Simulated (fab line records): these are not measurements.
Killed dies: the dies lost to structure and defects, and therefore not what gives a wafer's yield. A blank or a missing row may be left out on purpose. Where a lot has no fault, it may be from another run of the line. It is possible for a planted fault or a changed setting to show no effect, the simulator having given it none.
A single fault, viewed from 2 desks + flow gf180mcu + only its own numbers are on each desk; what lay behind them is given at the end

DESK OF THE TOOL OWNER: pvd_sputter-03
The tool's own readings at GF_V5_SPUTTER_21 (material Ti, target thk 15 nm, time 80.02 s): means of the sampled wafers that have a number, for each lot that ran on this tool. Marked OUT: a lot whose mean sits more than 4 standard deviations from the usual mean, which makes it out of limits; the brackets give that distance.
Columns: A = chamber_pressure_pa at GF_V5_SPUTTER_21, usual 5.002 Pa; B = throttle_valve_pct at GF_V5_SPUTTER_21, usual 30.2 %
| lot  | first seen here | A               | B    |
|------|-----------------|-----------------|------|
| L260 | day 28 01:24    | 4.996           | 30.0 |
| L262 | day 28 16:00    | 4.997           | 29.8 |
| L263 | day 29 01:25    | 5.004           | 30.0 |
| L274 | day 31 23:20    | 5.850 (+77) OUT | 27.2 |
| L275 | day 32 07:04    | 5.852 (+77) OUT | 27.0 |
This desk's finding: out of limits on L274, L275; first on L274, day 31 23:20 (chamber_pressure_pa at GF_V5_SPUTTER_21). Within limits: L260, L262, L263.

METROLOGY DESK
Means of the sampled wafers that have a number, per lot and without regard to the tool the lot ran on: this is what the gauges read. Marked OUT: a lot whose mean sits more than 4 standard deviations from the usual mean, which makes it out of limits; the brackets give that distance.
Columns: A = M4_ALCU_THK at GF_M4_THK_MEAS_06, usual 450 nm; B = V4_W_THK at GF_V4_THK_MEAS_25, usual 345 nm; C = TOP_METAL_ALCU_THK at GF_TOP_METAL_THK_MEAS_06, usual 907 nm
| lot  | first seen here | A   | B   | C   |
|------|-----------------|-----|-----|-----|
| L258 | day 22 11:26    | 450 | 346 | 890 |
| L259 | day 23 01:46    | 450 | 351 | 901 |
| L260 | day 23 10:34    | 457 | 343 | 913 |
| L262 | day 24 02:31    | 450 | 350 | 894 |
| L263 | day 24 14:08    | 450 | 337 | 914 |
| L264 | day 24 18:37    | 456 | 341 | 908 |
| L265 | day 25 01:04    | 454 | 344 | 902 |
| L266 | day 25 09:04    | 455 | 343 | 917 |
| L274 | day 27 19:55    | 444 | 340 | 908 |
| L275 | day 28 06:16    | 450 | 343 | 906 |
| L277 | day 28 22:23    | 447 | 352 | 913 |
| L279 | day 29 06:11    | 449 | 349 | 905 |
| L280 | day 29 17:10    | 450 | 346 | 906 |
| L281 | day 29 21:14    | 444 | 348 | 901 |
This desk found nothing out of limits on any of the 14 lots.

BROUGHT TOGETHER
At day 31 23:20, on L274, L275, the tool owner's desk was in a position to raise an alarm.
Nothing out of limits was seen by the metrology desk.
The metrology desk holds a record of L274, L275, inside its limits.
Every lot named ran GF_V5_SPUTTER_21 on pvd_sputter-03.

WHAT HAD BEEN PUT IN BY THE SIMULATOR
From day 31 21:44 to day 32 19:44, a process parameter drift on pvd_sputter-03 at GF_V5_SPUTTER_21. A move of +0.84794 in setting chamber_pressure_pa, from 5. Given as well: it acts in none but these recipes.
Shown lots that were struck: L274, L275.
Hours from the fault's start to each desk's first reading out of limits: the tool owner's desk, 2.
